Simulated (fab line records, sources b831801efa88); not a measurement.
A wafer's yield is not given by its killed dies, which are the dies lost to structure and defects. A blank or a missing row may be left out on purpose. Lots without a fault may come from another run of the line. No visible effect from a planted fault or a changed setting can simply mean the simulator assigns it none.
fab line records    flow sfq-line
[record] lots = 7  wafers = 21  last-day = 82
route steps=325 shown M4@162 I4@163 JJ@178
lots with no fault: from the same line, run without faults
start-h: start of the lot's first displayed wafer, in hours after the record's first day    wait-h: hours from the lot's prior step to this one    " as in the row above    L1.1+2: a row that stands for several wafers    - no value, or no start given    * or withheld: withheld    < > ~ a bound
route shown NAME@n: a module of which the file shows steps, and the number in the route of the first    usual: mean/standard deviation taken from wafers without a fault    same: alike in all rows    chamber/n: place in a boat    sites: each site's reading    _std_site: standard deviation across them    _edge_site: outer sites' mean less inner sites'    radius-mm: for every site, how far away it sits from the centre of the wafer    mask NAME#n: copy n    behind: the last tool/chamber to shape the wafer    hold: reason for holding the lot/hours on hold/outcome of the hold    device: transistor that didn't switch, given as n, p or np    end of line: tests of these same wafers at the route's end    step lacking rows: just its recipe    killed: dies that structure and defects cost at the first sort, which is not the same as the wafer's yield    map: a wafer's dies, x killed, . not, _ none there
set.NAME: the run value of the setting; set.NAME@STEP: its run value at that earlier step    model.NAME: the simulator's own value behind a step, which no gauge read
lots at some steps of the route; a table a step, a row a wafer
services: from which hour (start-h, from the record's first day; less than 0 if before it) a tool's chamber was out of use, for how many hours, and why
[[steps]]
[step SFQ_TRILAYER_M4_STRIP_SOLV_CLEAN_098]
[recipe] chemistry = NMP  temp-c = 70  time-s = 600
[step SFQ_TRILAYER_I4_DEP_PECVD_099]
[recipe] material = SiO2  temp-c = 150  time-s = 111.11  pressure-torr = 2.4  rf-w = 183.3  precursor = SiH4/N2O  target-thk-nm = 500
[usual] heater-power-w = 81/11  rf-fwd-power-W = 182.3/0.61  throttle-valve-pct = 24.8/1.1
lot.wafer  tool      chamber  start-h  wait-h  heater-power-w  rf-fwd-power-W  throttle-valve-pct
L227.1     pecvd-03  1        809.51   0.0     68              182.4           24.8
L227.3     "         0        "        "       71              181.9           26.0
L227.4     "         0        "        "       58              182.1           25.7
L231.3     pecvd-03  1        862.84   0.0     72              182.3           25.0
L231.5     "         2        "        "       82              181.9           26.5
L231.6     "         1        "        "       76              182.1           25.2
L232.3     pecvd-03  1        884.36   0.0     82              181.3           24.9
L232.4     "         0        "        "       69              181.6           25.6
L232.5     "         1        "        "       81              181.3           24.9
L233.1     pecvd-03  0        889.36   0.0     69              182.7           25.4
L233.2     "         1        "        "       79              182.2           24.6
L233.6     "         1        "        "       81              182.1           24.9
L239.1     pecvd-03  1        1081.06  0.0     104             181.4           23.4
L239.2     "         2        "        "       78              182.9           23.8
L239.5     "         2        "        "       84              181.9           24.1
L240.1     pecvd-04  1        1085.86  0.0     100             181.7           25.6
L240.2     "         2        "        "       69              182.5           24.8
L240.4     "         1        "        "       107             182.5           25.7
L241.2     pecvd-03  1        1097.68  0.0     95              182.1           23.5
L241.5     "         1        "        "       102             182.3           23.5
L241.6     "         0        "        "       79              182.0           23.5
[step SFQ_TRILAYER_I4_CMP_CMP_100]
[recipe] material = SiO2  down-force-psi = 3  platen-rpm = 60  pad-velocity-m-s = 0.94248
[step SFQ_I4_BOW_MEAS_927]
[recipe] mode = bow
[usual] I4_BOW = 4/8.8
lot.wafer  tool           chamber  start-h  wait-h  I4_BOW[um]
L227.1     film-metro-04  -        816.97   1.5     8
L227.3     "              -        "        "       3
L227.4     "              -        "        "       7
L231.3     film-metro-01  -        871.60   1.0     -2
L231.5     "              -        "        "       -10
L231.6     "              -        "        "       2
L232.3     film-metro-04  -        893.63   1.5     -1
L232.4     "              -        "        "       1
L232.5     "              -        "        "       -12
L233.1     film-metro-04  -        897.02   2.0     9
L233.2     "              -        "        "       2
L233.6     "              -        "        "       11
L239.1     film-metro-03  -        1084.41  2.0     -7
L239.2     "              -        "        "       -1
L239.5     "              -        "        "       9
L240.1     film-metro-04  -        1088.97  1.0     25
L240.2     "              -        "        "       6
L240.4     "              -        "        "       16
L241.2     film-metro-04  -        1100.78  2.0     13
L241.5     "              -        "        "       11
L241.6     "              -        "        "       18
[step SFQ_TRILAYER_I4_METRO_MEASURE_101]
[step SFQ_TRILAYER_I4_VIA_LITHO_COAT_108]
[recipe] resist = BARC  spin-rpm = 3000  resist-thk-nm = 62
[step SFQ_TRILAYER_I4_VIA_LITHO_COAT_103]
[recipe] resist = KrF  spin-rpm = 2974  resist-thk-nm = 650
[step SFQ_TRILAYER_I4_VIA_LITHO_SOFTBAKE_107]
[recipe] temp-c = withheld  time-s = withheld  resist = KrF
[step SFQ_TRILAYER_I4_VIA_LITHO_EXPOSE_104]
[recipe] mask-id = I4  na = 0.6  source-shape = conventional  sigma-outer = 0.65  target-cd-nm = 700  dose-mj = 21.3
[step SFQ_TRILAYER_I4_VIA_LITHO_PEB_106]
[recipe] peb-temp-c = 115  peb-time-s = 60  resist = KrF
[step SFQ_TRILAYER_I4_VIA_LITHO_DEVELOP_105]
[recipe] time-s = 60  resist = KrF
[step SFQ_I4_OVL_MEAS_928]
[usual] I4_OVL = 0/5.2
lot.wafer  tool        chamber  start-h  wait-h  I4_OVL[nm]
L227.1     overlay-02  -        969.65   0.1     -4
L227.3     "           -        "        "       -2
L227.4     "           -        "        "       -8
L231.3     overlay-02  -        1023.50  0.1     -9
L231.5     "           -        "        "       -7
L231.6     "           -        "        "       -6
L232.3     overlay-02  -        1043.90  0.1     -3
L232.4     "           -        "        "       0
L232.5     "           -        "        "       2
L233.1     overlay-02  -        1046.29  0.1     -5
L233.2     "           -        "        "       -1
L233.6     "           -        "        "       -1
L239.1     overlay-01  -        1088.41  0.1     -7
L239.2     "           -        "        "       -4
L239.5     "           -        "        "       -7
L240.1     overlay-02  -        1092.74  0.1     -1
L240.2     "           -        "        "       2
L240.4     "           -        "        "       4
L241.2     overlay-02  -        1105.51  0.1     2
L241.5     "           -        "        "       -6
L241.6     "           -        "        "       -4
[step SFQ_TRILAYER_I4_VIA_BARC_OPEN_VIA_ETCH_146]
[recipe] mask-material = PR  chemistry = O2  target-depth-nm = 125  target = BARC  source-w = 500  bias-w = 80  pressure-mtorr = 30  time-s = 41.7
[usual] bias-w = 79.98/0.23  chamber-pressure-mTorr = 30.000/0.025  drypump-motor-current-A = 5.76/0.29  oes-product-au = 0.685/0.0047  rf-fwd-power-W = 494.8/1.8
lot.wafer  tool         chamber  start-h  wait-h  bias-w  chamber-pressure-mTorr  drypump-motor-current-A  oes-product-au  rf-fwd-power-W  rf-hours-counter-h  model.KrF_of_TRILAYER_I4_VIA_LITHO_COAT_103.thk-nm
L227.1     rie-diel-01  2        969.68   0.0     80.25   29.982                  5.50                     0.682           496.8           11                  575.2
L227.3     "            1        "        "       80.06   30.024                  5.58                     0.692           494.3           12                  576.2
L227.4     "            0        "        "       79.85   30.003                  6.01                     0.684           493.3           13                  575.4
L231.3     rie-diel-01  0        1023.54  0.0     -       -                       -                        -               -               -                   628.5
L231.5     "            0        "        "       -       -                       -                        -               -               -                   628.2
L231.6     "            2        "        "       -       -                       -                        -               -               -                   626.6
L232.3     rie-diel-02  1        1043.92  0.0     -       -                       -                        -               -               -                   626.9
L232.4     "            0        "        "       -       -                       -                        -               -               -                   627.4
L232.5     "            1        "        "       -       -                       -                        -               -               -                   629.2
L233.1     rie-diel-01  0        1046.32  0.0     -       -                       -                        -               -               -                   625.8
L233.2     "            1        "        "       -       -                       -                        -               -               -                   628.7
L233.6     "            0        "        "       -       -                       -                        -               -               -                   625.9
L239.1     rie-diel-01  3        1088.45  0.0     79.93   29.999                  5.66                     0.685           491.9           3                   575
L239.2     "            1        "        "       79.98   30.013                  5.59                     0.683           494.5           14                  574.9
L239.5     "            0        "        "       79.92   30.017                  6.02                     0.681           493.0           -                   573.5
L240.1     rie-diel-01  1        1092.77  0.0     79.99   30.002                  5.59                     0.688           494.9           14                  574.1
L240.2     "            3        "        "       79.72   29.985                  5.66                     0.673           491.4           3                   575.1
L240.4     "            0        "        "       80.35   29.970                  6.01                     0.681           495.9           -                   574.1
L241.2     rie-diel-01  3        1105.54  0.0     80.13   30.007                  5.71                     0.694           489.4           3                   580.6
L241.5     "            2        "        "       79.82   30.012                  5.52                     0.690           495.7           -                   577
L241.6     "            3        "        "       79.88   29.994                  5.67                     0.695           490.8           -                   576.7
[step SFQ_TRILAYER_I4_VIA_ETCH_VIA_ETCH_106]
[recipe] target = SiO2  stop-on = Nb  mask-material = PR  taper-deg = 20  chemistry = CHF3  target-depth-nm = 260  source-w = 500  bias-w = 80  pressure-mtorr = 30  time-s = withheld
[usual] bias-w = 79.97/0.23  chamber-pressure-mTorr = 29.998/0.028  drypump-motor-current-A = 5.76/0.29  oes-product-au = 0.855/0.005  rf-fwd-power-W = 498.0/1.6
lot.wafer  tool         chamber  start-h  wait-h  bias-w  chamber-pressure-mTorr  drypump-motor-current-A  oes-product-au  rf-fwd-power-W  model.KrF_of_TRILAYER_I4_VIA_LITHO_COAT_103.thk-nm
L227.1     rie-diel-01  2        969.72   0.0     80.00   30.001                  5.56                     0.859           498.9           529.5
L227.3     "            1        "        "       79.95   29.969                  5.59                     0.846           498.1           531
L227.4     "            0        "        "       79.73   29.958                  6.02                     0.851           496.3           530.7
L231.3     rie-diel-01  0        1023.64  0.1     79.97   29.971                  6.02                     0.383           498.2           582.8
L231.5     "            0        "        "       79.94   30.001                  6.02                     0.373           495.5           582.8
L231.6     "            2        "        "       79.90   29.984                  5.58                     0.376           498.0           580.5
L232.3     rie-diel-02  1        1043.96  0.0     79.68   30.018                  5.97                     0.377           496.8           581.5
L232.4     "            0        "        "       79.97   30.014                  5.59                     0.376           498.9           581.9
L232.5     "            1        "        "       79.88   29.988                  5.97                     0.379           497.0           583.8
L233.1     rie-diel-01  0        1046.36  0.0     80.10   29.963                  6.04                     0.372           499.9           580.8
L233.2     "            1        "        "       80.21   30.043                  5.57                     0.383           497.3           583.3
L233.6     "            0        "        "       79.76   29.952                  6.05                     0.375           499.6           580.5
L239.1     rie-diel-01  3        1088.49  0.0     79.51   30.004                  5.71                     0.857           495.5           529.5
L239.2     "            1        "        "       79.57   30.004                  5.57                     0.856           499.9           529.7
L239.5     "            0        "        "       79.62   30.013                  6.02                     0.859           498.4           528.1
L240.1     rie-diel-01  1        1092.81  0.0     79.92   29.994                  5.60                     0.848           497.6           528.3
L240.2     "            3        "        "       80.15   30.009                  5.64                     0.854           494.3           529.7
L240.4     "            0        "        "       79.91   30.001                  6.02                     0.859           498.0           528.6
L241.2     rie-diel-01  3        1105.58  0.0     79.75   30.005                  5.70                     0.843           497.6           535
L241.5     "            2        "        "       80.68   29.981                  5.53                     0.851           498.5           531.2
L241.6     "            3        "        "       79.87   30.013                  5.71                     0.846           496.5           531.4
[step SFQ_TRILAYER_I4_VIA_STRIP_STRIP_107]
[recipe] gas = O2  power-w = 200  platen-temp-c = 40  overash-fraction = 0.65  chemistry = O2  pressure-mtorr = 50
[usual] drypump-motor-current-A = 5.3/0.34  oes-product-au = 1.004/0.0087
lot.wafer  tool          chamber  start-h  wait-h  drypump-motor-current-A  oes-product-au  rf-hours-counter-h
L227.1     rie-metal-02  1        969.84   -       5.3                      0.996           61
L227.3     "             0        "        "       5.3                      0.997           -
L227.4     "             1        "        "       5.3                      1.002           -
L231.3     rie-metal-02  0        1023.95  -       5.3                      1.008           -
L231.5     "             0        "        "       5.3                      0.998           -
L231.6     "             1        "        "       5.3                      0.995           -
L232.3     rie-metal-02  1        1044.27  -       5.3                      0.994           -
L232.4     "             0        "        "       5.3                      1.000           -
L232.5     "             1        "        "       5.3                      1.011           -
L233.1     rie-metal-01  1        1046.47  -       5.6                      1.008           30
L233.2     "             0        "        "       5.2                      1.011           50
L233.6     "             0        "        "       5.2                      1.006           -
L239.1     rie-metal-03  1        1088.60  -       5.8                      1.007           10
L239.2     "             0        "        "       4.8                      0.993           141
L239.5     "             1        "        "       5.8                      1.013           -
L240.1     rie-metal-01  1        1092.92  -       5.6                      1.008           35
L240.2     "             0        "        "       5.2                      1.012           55
L240.4     "             1        "        "       5.6                      1.007           -
L241.2     rie-metal-03  0        1105.69  -       4.8                      1.002           144
L241.5     "             1        "        "       5.7                      1.005           -
L241.6     "             0        "        "       4.8                      1.005           -
[step SFQ_TRILAYER_I4_VIA_STRIP_SOLV_CLEAN_108]
[recipe] chemistry = NMP  temp-c = 70  time-s = 600
[step SFQ_TRILAYER_JJ_TRILAYER_DEP_PRE_CLEAN_113]
[recipe] gas = Ar  time-s = 22.5  bias-v = 250
[step SFQ_TRILAYER_JJ_TRILAYER_DEP_SPUTTER_109]
[recipe] material = Nb  base-pressure-pa = 1.33e-06  chamber-pressure-pa = 0.1333  substrate-temp-c = 20  target-thk-nm = 150  power-w = 2000  time-s = 100
[usual] throttle-valve-pct = 29.8/0.98
lot.wafer  tool            chamber  start-h  wait-h  throttle-valve-pct
L227.1     pvd-sputter-04  -        970.64   0.0     28.0
L227.3     "               -        "        "       30.8
L227.4     "               -        "        "       30.4
L231.3     pvd-sputter-04  -        1024.55  0.0     30.6
L231.5     "               -        "        "       28.3
L231.6     "               -        "        "       30.8
L232.3     pvd-sputter-04  -        1044.88  0.0     30.7
L232.4     "               -        "        "       30.7
L232.5     "               -        "        "       30.8
L233.1     pvd-sputter-03  -        1047.28  0.0     30.9
L233.2     "               -        "        "       30.3
L233.6     "               -        "        "       29.7
L239.1     pvd-sputter-04  -        1089.40  0.0     28.3
L239.2     "               -        "        "       30.7
L239.5     "               -        "        "       30.8
L240.1     pvd-sputter-06  -        1093.73  0.0     28.7
L240.2     "               -        "        "       30.7
L240.4     "               -        "        "       30.3
L241.2     pvd-sputter-04  -        1106.51  0.0     28.1
L241.5     "               -        "        "       28.3
L241.6     "               -        "        "       30.6
[step SFQ_TRILAYER_JJ_TRILAYER_DEP_SPUTTER_110]
[recipe] material = Al  base-pressure-pa = 1.33e-06  target-thk-nm = 8  power-w = 500  time-s = 10  chamber-pressure-pa = 0.4
[usual] throttle-valve-pct = 29.8/1
lot.wafer  tool            chamber  start-h  wait-h  throttle-valve-pct
L227.1     pvd-sputter-04  -        970.71   0.0     28.6
L227.3     "               -        "        "       30.8
L227.4     "               -        "        "       30.7
L231.3     pvd-sputter-04  -        1024.63  0.0     30.9
L231.5     "               -        "        "       28.3
L231.6     "               -        "        "       30.7
L232.3     pvd-sputter-04  -        1044.95  0.0     31.0
L232.4     "               -        "        "       30.7
L232.5     "               -        "        "       30.9
L233.1     pvd-sputter-03  -        1047.35  0.0     30.5
L233.2     "               -        "        "       30.5
L233.6     "               -        "        "       29.9
L239.1     pvd-sputter-04  -        1089.48  0.0     28.2
L239.2     "               -        "        "       30.6
L239.5     "               -        "        "       30.8
L240.1     pvd-sputter-06  -        1093.80  0.0     28.6
L240.2     "               -        "        "       30.7
L240.4     "               -        "        "       30.2
L241.2     pvd-sputter-04  -        1106.58  0.0     28.0
L241.5     "               -        "        "       28.4
L241.6     "               -        "        "       30.3
[step SFQ_TRILAYER_JJ_TRILAYER_DEP_AL_OXIDATION_111]
[recipe] pressure-mbar = 0.014667  oxidation-time-s = 600  temperature-k = 293
[step SFQ_TRILAYER_JJ_TRILAYER_DEP_SPUTTER_112]
[recipe] material = Nb  base-pressure-pa = 1.33e-06  chamber-pressure-pa = 0.1333  substrate-temp-c = 20  target-thk-nm = 170  power-w = 2000  time-s = 110.3
[usual] throttle-valve-pct = 29.8/0.99
lot.wafer  tool            chamber  start-h  wait-h  throttle-valve-pct
L227.1     pvd-sputter-04  -        971.73   0.5     28.2
L227.3     "               -        "        "       31.2
L227.4     "               -        "        "       30.8
L231.3     pvd-sputter-04  -        1025.65  0.5     30.9
L231.5     "               -        "        "       28.5
L231.6     "               -        "        "       30.7
L232.3     pvd-sputter-04  -        1045.97  0.5     30.9
L232.4     "               -        "        "       30.7
L232.5     "               -        "        "       30.7
L233.1     pvd-sputter-03  -        1048.37  0.5     30.4
L233.2     "               -        "        "       30.3
L233.6     "               -        "        "       29.9
L239.1     pvd-sputter-04  -        1090.50  0.5     28.6
L239.2     "               -        "        "       30.9
L239.5     "               -        "        "       30.4
L240.1     pvd-sputter-06  -        1094.82  0.5     28.8
L240.2     "               -        "        "       30.7
L240.4     "               -        "        "       30.4
L241.2     pvd-sputter-04  -        1107.60  0.5     28.4
L241.5     "               -        "        "       28.3
L241.6     "               -        "        "       30.6
[step SFQ_JJ_RS_MEAS_929]
[recipe] thk-meas-gauge = four-point-probe  reads = Nb_of_TRILAYER_JJ_TRILAYER_DEP_SPUTTER_112
[usual] JJ_NB_RS = 1.081/0.011
lot.wafer  tool           chamber  start-h  wait-h  JJ_NB_RS[ohm/sq]
L227.1     film-metro-04  -        971.81   0.0     1.072
L227.3     "              -        "        "       1.080
L227.4     "              -        "        "       1.083
L231.3     film-metro-02  -        1025.77  0.1     1.070
L231.5     "              -        "        "       1.070
L231.6     "              -        "        "       1.070
L232.3     film-metro-03  -        1046.09  0.1     1.089
L232.4     "              -        "        "       1.078
L232.5     "              -        "        "       1.077
L233.1     film-metro-04  -        1048.45  0.0     1.089
L233.2     "              -        "        "       1.094
L233.6     "              -        "        "       1.099
L239.1     film-metro-02  -        1090.58  0.0     1.081
L239.2     "              -        "        "       1.084
L239.5     "              -        "        "       1.089
L240.1     film-metro-03  -        1094.90  0.0     1.077
L240.2     "              -        "        "       1.087
L240.4     "              -        "        "       1.079
L241.2     film-metro-03  -        1107.70  0.1     1.061
L241.5     "              -        "        "       1.065
L241.6     "              -        "        "       1.073
[step SFQ_TRILAYER_JJ_CE_LITHO_COAT_119]
[recipe] resist = BARC  spin-rpm = 3000  resist-thk-nm = 62
[step SFQ_TRILAYER_JJ_CE_LITHO_COAT_114]
[recipe] resist = KrF  spin-rpm = 3000  resist-thk-nm = 600
[step SFQ_TRILAYER_JJ_CE_LITHO_SOFTBAKE_118]
[recipe] temp-c = withheld  time-s = withheld  resist = KrF
[step SFQ_TRILAYER_JJ_CE_LITHO_EXPOSE_115]
[recipe] mask-id = J5  na = 0.6  source-shape = conventional  sigma-outer = 0.65  target-cd-nm = 700  dose-mj = 14.4
[usual] exposure-dose-mJ-cm2 = 14.397/0.013  focus-offset-nm = 0.1/0.59  na = 0.6/0  reticle-temp-C = 23.01/0.11  stage-vel-mm-s = 500.00/0.24
lot.wafer  tool            chamber  start-h  wait-h  mask  exposure-dose-mJ-cm2  focus-offset-nm  na   reticle-temp-C  stage-vel-mm-s
L227.1     krf-scanner-01  0        1113.19  -       J5#0  14.401                0.2              0.6  23.16           499.67
L227.3     "               0        "        "       J5#0  14.395                0.4              0.6  22.94           499.98
L227.4     "               0        "        "       J5#0  14.411                0.6              0.6  23.07           499.99
L231.3     krf-scanner-01  -        1166.74  -       J5#0  -                     -                -    -               -
L231.5     "               -        "        "       J5#0  -                     -                -    -               -
L231.6     "               -        "        "       J5#0  -                     -                -    -               -
L232.3     krf-scanner-01  -        1193.84  -       J5#0  -                     -                -    -               -
L232.4     "               -        "        "       J5#0  -                     -                -    -               -
L232.5     "               -        "        "       J5#0  -                     -                -    -               -
L233.1     krf-scanner-01  -        1198.24  -       J5#0  -                     -                -    -               -
L233.2     "               -        "        "       J5#0  -                     -                -    -               -
L233.6     "               -        "        "       J5#0  -                     -                -    -               -
L239.1     krf-scanner-01  0        1231.60  -       J5#0  14.378                0.8              0.6  22.98           499.87
L239.2     "               0        "        "       J5#0  14.373                1.0              0.6  22.99           499.55
L239.5     "               0        "        "       J5#0  14.385                0.9              0.6  23.01           499.93
L240.1     krf-scanner-01  0        1234.00  -       J5#0  14.400                -0.3             0.6  23.00           499.60
L240.2     "               0        "        "       J5#0  14.410                -0.2             0.6  22.96           499.95
L240.4     "               0        "        "       J5#0  14.428                -0.5             0.6  22.94           500.12
L241.2     krf-scanner-01  0        1246.20  -       J5#0  14.412                -0.1             0.6  23.06           500.06
L241.5     "               0        "        "       J5#0  14.403                1.0              0.6  23.00           500.24
L241.6     "               0        "        "       J5#0  14.415                0.7              0.6  22.83           500.14
[step SFQ_TRILAYER_JJ_CE_LITHO_PEB_117]
[recipe] peb-temp-c = 115  peb-time-s = 60  resist = KrF
[[services]]
tool            chamber  start-h  hours  kind
pvd-sputter-04  -        814.74   8.8    repair
krf-scanner-01  -        828.33   0.6    repair
krf-scanner-01  -        834.88   1.0    pm
rie-diel-01     1        852.06   4.2    repair
rie-diel-01     1        870.17   11.3   repair
pvd-sputter-04  -        879.23   2.2    repair
rie-diel-01     3        884.73   6.7    repair
rie-diel-01     3        899.66   12.0   repair
rie-diel-01     1        907.24   18.6   repair
krf-scanner-01  -        930.84   4.4    pm
pvd-sputter-04  -        955.15   6.1    repair
krf-scanner-01  -        961.29   1.3    pm
krf-scanner-01  -        970.99   0.8    pm
rie-diel-01     3        992.13   7.4    repair
krf-scanner-01  -        1004.06  1.0    pm
rie-diel-01     1        1022.78  6.2    repair
rie-diel-01     3        1023.19  8.4    repair
rie-diel-01     1        1075.69  4.3    repair
rie-diel-01     2        1090.07  7.4    repair
pvd-sputter-04  -        1115.49  22.1   repair
pvd-sputter-04  -        1126.03  1.7    repair
krf-scanner-01  -        1137.19  1.3    pm
pvd-sputter-04  -        1168.86  2.2    repair
pvd-sputter-04  -        1245.09  2.6    repair
[[key]]
[first-sign] step = SFQ_TRILAYER_I4_VIA_BARC_OPEN_VIA_ETCH_146  reading = tool-record  direction = missing
[effect] step = SFQ_TRILAYER_I4_VIA_ETCH_VIA_ETCH_106  reading = oes-product-au  direction = down  sigmas = 95  usual = 0.855  struck = 0.377
[effect] step = SFQ_TRILAYER_JJ_CE_LITHO_EXPOSE_115  reading = tool-record  direction = missing
[model-effect] step = SFQ_TRILAYER_I4_VIA_BARC_OPEN_VIA_ETCH_146  value = KrF_of_TRILAYER_I4_VIA_LITHO_COAT_103.thk-nm  without = 575.3  struck = 627.5
[model-effect] step = SFQ_TRILAYER_I4_VIA_ETCH_VIA_ETCH_106  value = KrF_of_TRILAYER_I4_VIA_LITHO_COAT_103.thk-nm  without = 529.8  struck = 582
met-at SFQ_TRILAYER_I4_VIA_BARC_OPEN_VIA_ETCH_146
struck-wafers L231.3,L231.5,L231.6,L232.3,L232.4,L232.5,L233.1,L233.2,L233.6
onset-between 969.68 1023.54
[fault] kind = skipped-step-whole  tool = rie-diel-01,rie-diel-02  chamber = -  onset-h = 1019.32  steps = SFQ_TRILAYER_I4_VIA_BARC_OPEN_VIA_ETCH_146  scope = struck-lots-only
